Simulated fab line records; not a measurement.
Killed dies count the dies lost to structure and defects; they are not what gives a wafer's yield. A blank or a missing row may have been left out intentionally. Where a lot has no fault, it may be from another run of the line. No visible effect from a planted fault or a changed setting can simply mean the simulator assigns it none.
Comparing a struck lot with a sound one :: flow sky130 :: 14 steps out of a route of 708
Sound: these wafers, L855.2, L855.3, L855.5. The struck wafers were L863.3, L863.4, L863.6. The cause comes at the end.
Each step with rows lists, per side, the tool, then ch with its chambers, then its first start. Under that, the readings that differ: sound wafers :: struck wafers :: difference of the means :: sigmas: that difference in standard deviations of wafers without a fault.
alike: words and numbers the same on both sides, and readings whose means are apart by under 2 such deviations; not compared: readings that were withheld, readings missing a value for some wafer, numbers with overlapping values and no deviation given by the record, and bounds like >300 which may hide the same value.
The two part at a step that has a row with sigmas, a row that says differs or no value, or rows on one side only. When numbers do not overlap yet have no deviation, they are printed without sigmas and do not part them. A reading that every wafer of one side lacks parts them only if that side has two wafers or more.

first, 3 steps without rows for these wafers: SKY_CONTACT_EXPOSE_11 (exposes mask CTM1, target cd 170 nm); SKY_CONTACT_PEB_12; SKY_CONTACT_DEVELOP_13 (develop time 60 s).
SKY_CONTACT_CD_MEAS_14: the cd target is 170 nm.
  sound on cd sem-01 at day 33 03:20; struck on cd sem-01 at day 35 18:28
  alike: cd nm
SKY_CONTACT_OVL_MEAS_15:
  sound on overlay-01 at day 33 03:26; struck on overlay-02 at day 35 18:34
  alike: CONTACT_OVL
SKY_CONTACT_ETCH_16: etches BARC in N2/H2, stops on SiO2, time 45.9 s, target depth 60 nm.
  sound on rie diel-02 ch 0,1, day 33 03:28; struck on rie diel-02 ch 0,1, day 35 18:35
  alike: drypump motor current A, oes product au, throttle valve pct
  not compared: rf hours counter h
SKY_CONTACT_ETCH_17: etches SiO2 in C4F8/O2/Ar, stops on Si3N4, target depth 340 nm.
  sound on rie diel-02 ch 0,1, day 33 03:31; struck on rie diel-02 ch 0,1, day 35 18:38
  alike: oes product au
SKY_CONTACT_ETCH_18: etches Si3N4 in CHF3/O2, stops on TiN, time 39 s, target depth 75 nm.
  sound on rie diel-02 ch 0,1; struck on rie diel-02 ch 0,1
  alike: drypump motor current A, oes product au, throttle valve pct
  not compared: rf hours counter h
SKY_CONTACT_STRIP_19: strips in O2/N2.
  sound on plasma asher-03 ch 0,1, day 33 03:36; struck on plasma asher-03 ch 0,1, day 35 18:45
  alike: drypump motor current A, oes product au, strip time to endpoint s
  not compared: rf hours counter h
then, 3 steps without rows for these wafers: SKY_CONTACT_STRIP_20 (strips in post etch residue remover, time 1200 s); SKY_CONTACT_CLEAN_21 (cleans in IPA, time 180 s); SKY_CONTACT_CLEAN_22 (cleans in O3/DIW).
SKY_CONTACT_SPUTTER_23: material TiN, target thk 20 nm, time 80 s.
  sound on pvd sputter-01 at day 33 04:11; struck on pvd sputter-01 at day 35 19:21
reading: model.TiN_of_CONTACT_SPUTTER_23.thk nm (nm)
sound: 19.23 19.46 19.23
struck: 33.88 33.77 33.9
difference: +14.54
sigmas: 
  alike: throttle valve pct
SKY_CONTACT_CVD_24: deposits W, target thk 340 nm, time 102.12 s.
  sound on cvd w-02 ch 1, day 33 04:17; struck on cvd w-01 ch 0,1, day 35 19:27
  alike: heater power w

WHERE THEY PART
Nowhere in this record.

WHY: what the simulator had put in
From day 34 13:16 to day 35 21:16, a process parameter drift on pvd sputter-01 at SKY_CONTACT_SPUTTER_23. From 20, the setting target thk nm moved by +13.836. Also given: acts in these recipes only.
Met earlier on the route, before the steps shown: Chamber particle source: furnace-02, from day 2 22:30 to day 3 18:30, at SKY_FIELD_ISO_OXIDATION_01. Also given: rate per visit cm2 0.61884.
